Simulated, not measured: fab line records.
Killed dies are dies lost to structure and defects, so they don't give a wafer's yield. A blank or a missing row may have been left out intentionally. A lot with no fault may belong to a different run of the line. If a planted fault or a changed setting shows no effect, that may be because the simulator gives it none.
Struck lot and sound lot, side by side	flow gf180mcu	16 out of 602 route steps
Sound: the wafers L456.1, L456.4, L456.5. Struck: wafer L451.2 (L451.1, L451.6, from the same lot, were not struck and are left out); the cause is given at the end.
Per side, at each step with rows, come the tool, then ch with its chambers, and then its first start. Under that, the readings that differ: sound wafers	struck wafers	difference of the means	sigmas: that difference in standard deviations of wafers without a fault.
alike: readings with means less than 2 such deviations apart, plus words and numbers identical on both sides. not compared: withheld readings, readings lacking a value on some wafer, bounds such as >300 that could conceal the same value, and numbers that have no deviation in the record and whose values overlap.
Wherever a step has rows on one side only, a row that says differs or no value, or a row with sigmas, the two part there. When numbers do not overlap yet have no deviation, they are printed without sigmas and do not part them. A reading missing from all wafers of one side parts the sides only when that side holds two or more wafers.

first, 4 steps without rows for these wafers: GF_TOP_METAL_SOFTBAKE_10 (time 60 s); GF_TOP_METAL_EXPOSE_11 (exposes mask MetalTop, target cd 440 nm); GF_TOP_METAL_PEB_12; GF_TOP_METAL_DEVELOP_13 (develop time 60 s).
GF_TOP_METAL_CD_MEAS_14: target cd 440 nm.
  sound: cd-sem-02 at day 33 13:34; struck: cd-sem-01 at day 32 17:12
reading	sound	struck	difference	sigmas
cd-nm (nm)	436.9 437.8 439.0	442.6	+4.7	+2
GF_TOP_METAL_OVL_MEAS_15:
  sound: overlay-02 at day 33 13:41; struck: overlay-02 at day 32 17:19
  alike: TOP_METAL_OVL
GF_TOP_METAL_METAL_ETCH_16: etches the open film in Cl2/BCl3, stops on SiO2, target depth 1197 nm, time 199.5 s.
  sound on rie-metal-03 ch 0,1, day 33 13:43; struck on rie-metal-04 ch 1, day 32 17:22
  alike: drypump-motor-current-A, he-backside-leak-sccm, oes-product-au, throttle-valve-pct
  not compared: rf-hours-counter-h
GF_TOP_METAL_STRIP_17: strips in O2/N2.
  sound on plasma-asher-01 ch 0,1, day 33 13:55; struck on plasma-asher-02 ch 0, day 32 17:37
reading	sound	struck	difference	sigmas
oes-product-au (a.u.)	0.707 0.706 0.710	0.695	-0.013	-3
  alike: drypump-motor-current-A, heater-power-w, o2-flow-sccm, strip-time-to-endpoint-s
  not compared: rf-hours-counter-h
then, 2 steps without rows for these wafers: GF_TOP_METAL_STRIP_18 (strips in post etch residue remover, time 1200 s); GF_TOP_METAL_CLEAN_19 (cleans in DIW).
GF_PASSIVATION_CVD_00: deposits SiO2 from TEOS, target thk 1000 nm, time 111.95 s.
  sound on pecvd-02 ch 1,2, day 33 14:28; struck on pecvd-02 ch 1, day 32 18:11
  alike: heater-power-w
GF_PASSIVATION_THK_MEAS_01:
  sound: film-metro-01 at day 33 14:32; struck: film-metro-03 at day 32 18:18
  alike: PASSIVATION_CVD_00_THK
GF_PASSIVATION_CVD_02: deposits Si3N4, target thk 700 nm, time 486.18 s.
  sound on pecvd-03 ch 0,1, day 33 14:36; struck on pecvd-01 ch 1, day 32 18:22
reading	sound	struck	difference	sigmas
model.Si3N4_of_PASSIVATION_CVD_02.thk-nm (nm)	703.9 714.2 716.2	526.4	-185.0	
  alike: heater-power-w
GF_PASSIVATION_THK_MEAS_03:
  sound: film-metro-01 at day 33 14:53; struck: film-metro-01 at day 32 18:38
reading	sound	struck	difference	sigmas
PASSIVATION_CVD_02_THK (nm)	704 714 716	526	-185	-21
then, 1 step without rows for these wafers: GF_PASSIVATION_DEHYDRATE_04 (time 60 s).
GF_PASSIVATION_PROBE_99:
  only the struck wafers here have rows in the record (prober-01, day 33 12:55); the sound ones have none

## WHERE THEY PART
Last at GF_PASSIVATION_PROBE_99 as far as this record goes, first at GF_TOP_METAL_CD_MEAS_14.

WHY: what had been put in by the simulator
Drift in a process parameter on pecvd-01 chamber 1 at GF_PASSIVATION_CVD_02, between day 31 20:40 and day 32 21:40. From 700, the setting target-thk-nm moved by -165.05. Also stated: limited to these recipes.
